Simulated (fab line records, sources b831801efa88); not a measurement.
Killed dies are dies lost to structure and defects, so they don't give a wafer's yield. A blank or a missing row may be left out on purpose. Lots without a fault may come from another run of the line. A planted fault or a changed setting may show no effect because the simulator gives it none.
A struck lot beside a sound one | flow gf180mcu | 14 steps out of a route of 602
Sound: wafers L881.3, L881.5, L881.6. Struck: wafers L871.1, L871.4, L871.6. The cause comes at the end.
At each step with rows: each side's tool, then ch and its chambers, then its first start. Under that, the readings that differ: sound wafers | struck wafers | difference of the means | sigmas: that difference in standard deviations of wafers without a fault.
alike: readings whose means differ by less than 2 such deviations, and words and numbers that are the same on both sides. not compared: withheld readings, readings that some wafer has no value for, bounds like >300 that may hide the same value, and numbers for which the record gives no deviation and whose values overlap.
The two part at a step that has a row with sigmas, a row that says differs or no value, or rows on one side only. Numbers that don't overlap but have no deviation are shown without sigmas and don't part them. A reading that every wafer of one side lacks parts them only if that side has two wafers or more.

first, 1 step without rows for these wafers: GF_NSD_DEVELOP_06 (develop time 60 s).
GF_NSD_CD_MEAS_07: target cd 400 nm.
  sound on cd_sem-02, day 19 23:14; struck on cd_sem-01, day 16 06:20
  alike: cd_nm
GF_NSD_OVL_MEAS_08:
  sound on overlay-01, day 19 23:20; struck on overlay-01, day 16 06:27
  alike: NSD_OVL
then, 2 steps without rows for these wafers: GF_NSD_IMPLANT_09; GF_NSD_IMPLANT_10.
GF_NSD_STRIP_11: strips in O2/N2.
  sound on plasma_asher-03 ch 0,1, day 19 23:41; struck on plasma_asher-03 ch 0,1, day 16 06:47
  alike: drypump_motor_current_A, heater_power_w, n2_flow_sccm, oes_product_au, strip_time_to_endpoint_s
  not compared: rf_hours_counter_h
GF_NSD_TW_MEAS_12:
  sound on film_metro-01, day 19 23:47; struck on film_metro-01, day 16 06:53
  alike: NSD_TW
then, 5 steps without rows for these wafers: GF_PSD_DEHYDRATE_00 (time 60 s); GF_PSD_HMDS_01 (prime time 60 s); GF_PSD_COAT_02 (resist thk 1000 nm); GF_PSD_SOFTBAKE_03 (time 60 s); GF_PSD_EXPOSE_04 (exposes mask Pplus, target cd 400 nm).
GF_PSD_PEB_05:
  sound on litho_track-01 ch 0, day 20 23:50; struck on litho_track-03, day 17 04:06
  reading         | sound          | struck | difference                    | sigmas
  exhaust_pa (Pa) | 44.4 44.2 44.6 | - - -  | no value on the struck wafers |
  not compared: chill_plate_temp_C
then, 1 step without rows for these wafers: GF_PSD_DEVELOP_06 (develop time 60 s).

WHERE THEY PART
Only at GF_PSD_PEB_05, within this record.

WHY: what the simulator had put in
Skipped step whole: litho_track-03, from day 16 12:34 on, at GF_PSD_PEB_05. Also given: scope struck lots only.
